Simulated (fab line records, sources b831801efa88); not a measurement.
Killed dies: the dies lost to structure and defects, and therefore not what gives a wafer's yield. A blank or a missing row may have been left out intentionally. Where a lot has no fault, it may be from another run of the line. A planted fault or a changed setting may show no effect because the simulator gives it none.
Matching of chambers :: flow sky130 :: 4 sister chambers for SKY_LI_CONTACT_CMP_02 on cmp-02
The step polishes PSG. 18 wafers are shown with their chamber, then 9 later ones without.

== EACH WAFER AND ITS CHAMBER ==
wafer: L280.1
chamber: 2
motor_current_A (A): 11.3
time_to_endpoint_s (s): 34.5

wafer: L280.4
chamber: 3
motor_current_A (A): 12.5
time_to_endpoint_s (s): 34.4

wafer: L280.5
chamber: 1
motor_current_A (A): 12.6
time_to_endpoint_s (s): 28.8

wafer: L284.3
chamber: 0
motor_current_A (A): 11.9
time_to_endpoint_s (s): 34.3

wafer: L284.5
chamber: 3
motor_current_A (A): 13.2
time_to_endpoint_s (s): 37.3

wafer: L284.6
chamber: 2
motor_current_A (A): 11.4
time_to_endpoint_s (s): 33.5

wafer: L283.4
chamber: 3
motor_current_A (A): 12.9
time_to_endpoint_s (s): 28.7

wafer: L283.5
chamber: 1
motor_current_A (A): 12.1
time_to_endpoint_s (s): 29.6

wafer: L283.6
chamber: 2
motor_current_A (A): 11.0
time_to_endpoint_s (s): 32.9

wafer: L289.1
chamber: 0
motor_current_A (A): 12.0
time_to_endpoint_s (s): 32.8

wafer: L289.3
chamber: 1
motor_current_A (A): 12.7
time_to_endpoint_s (s): 28.5

wafer: L289.5
chamber: 2
motor_current_A (A): 11.3
time_to_endpoint_s (s): 34.2

wafer: L290.1
chamber: 3
motor_current_A (A): 13.2
time_to_endpoint_s (s): 33.5

wafer: L290.3
chamber: 2
motor_current_A (A): 11.2
time_to_endpoint_s (s): 36.6

wafer: L290.5
chamber: 1
motor_current_A (A): 13.2
time_to_endpoint_s (s): 29.8

wafer: L292.2
chamber: 0
motor_current_A (A): 12.6
time_to_endpoint_s (s): 30.2

wafer: L292.3
chamber: 2
motor_current_A (A): 11.4
time_to_endpoint_s (s): 32.3

wafer: L292.6
chamber: 2
motor_current_A (A): 11.5
time_to_endpoint_s (s): 30.0

SIGNATURES (averages over the wafers above)
reading: motor_current_A
chamber 0: 12.167
chamber 1: 12.650
chamber 2: 11.300
chamber 3: 12.950
scatter within a chamber: 0.315

reading: time_to_endpoint_s
chamber 0: 32.433
chamber 1: 29.175
chamber 2: 33.429
chamber 3: 33.475
scatter within a chamber: 2.29
Rule: a wafer's distance from a chamber is the root of the sum, over the readings, of the square of ((its reading less the chamber's mean) divided by the reading's scatter). The wafer belongs to the nearest chamber; if the next one is less than 2 further off, it can't be placed. The scatter is the square root of a quotient: the sum, over the shown wafers, of each reading's squared deviation from its chamber's mean, divided by wafers minus chambers.

== WAFERS MISSING THEIR CHAMBER ==
wafer: L294.1
motor_current_A (A): 11.9
time_to_endpoint_s (s): 29.1

wafer: L294.2
motor_current_A (A): 12.3
time_to_endpoint_s (s): 27.0

wafer: L294.6
motor_current_A (A): 11.8
time_to_endpoint_s (s): 31.8

wafer: L295.1
motor_current_A (A): 12.3
time_to_endpoint_s (s): 35.2

wafer: L295.3
motor_current_A (A): 11.2
time_to_endpoint_s (s): 32.0

wafer: L295.4
motor_current_A (A): 13.1
time_to_endpoint_s (s): 32.2

wafer: L298.2
motor_current_A (A): 12.8
time_to_endpoint_s (s): 26.5

wafer: L298.3
motor_current_A (A): 12.8
time_to_endpoint_s (s): 32.3

wafer: L298.4
motor_current_A (A): 12.6
time_to_endpoint_s (s): 31.2

== EACH ONE'S CHAMBER ==
wafer: L294.1
from the rows above: can't be placed: 0 or 1 or 2
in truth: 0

wafer: L294.2
from the rows above: can't be placed: 1 or 0
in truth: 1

wafer: L294.6
from the rows above: can't be placed: 0 or 2 or 1
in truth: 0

wafer: L295.1
from the rows above: can't be placed: 0 or 3 or 1 or 2
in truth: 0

wafer: L295.3
from the rows above: 2
in truth: 2

wafer: L295.4
from the rows above: can't be placed: 3 or 1
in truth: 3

wafer: L298.2
from the rows above: can't be placed: 1 or 3
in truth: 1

wafer: L298.3
from the rows above: can't be placed: 3 or 1 or 0
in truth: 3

wafer: L298.4
from the rows above: can't be placed: 1 or 0 or 3
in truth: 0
Correctly placed: 1 of 9. Unplaceable from these rows: 8, with the true chamber sitting among the candidates in 8. Number placed wrongly: 0.
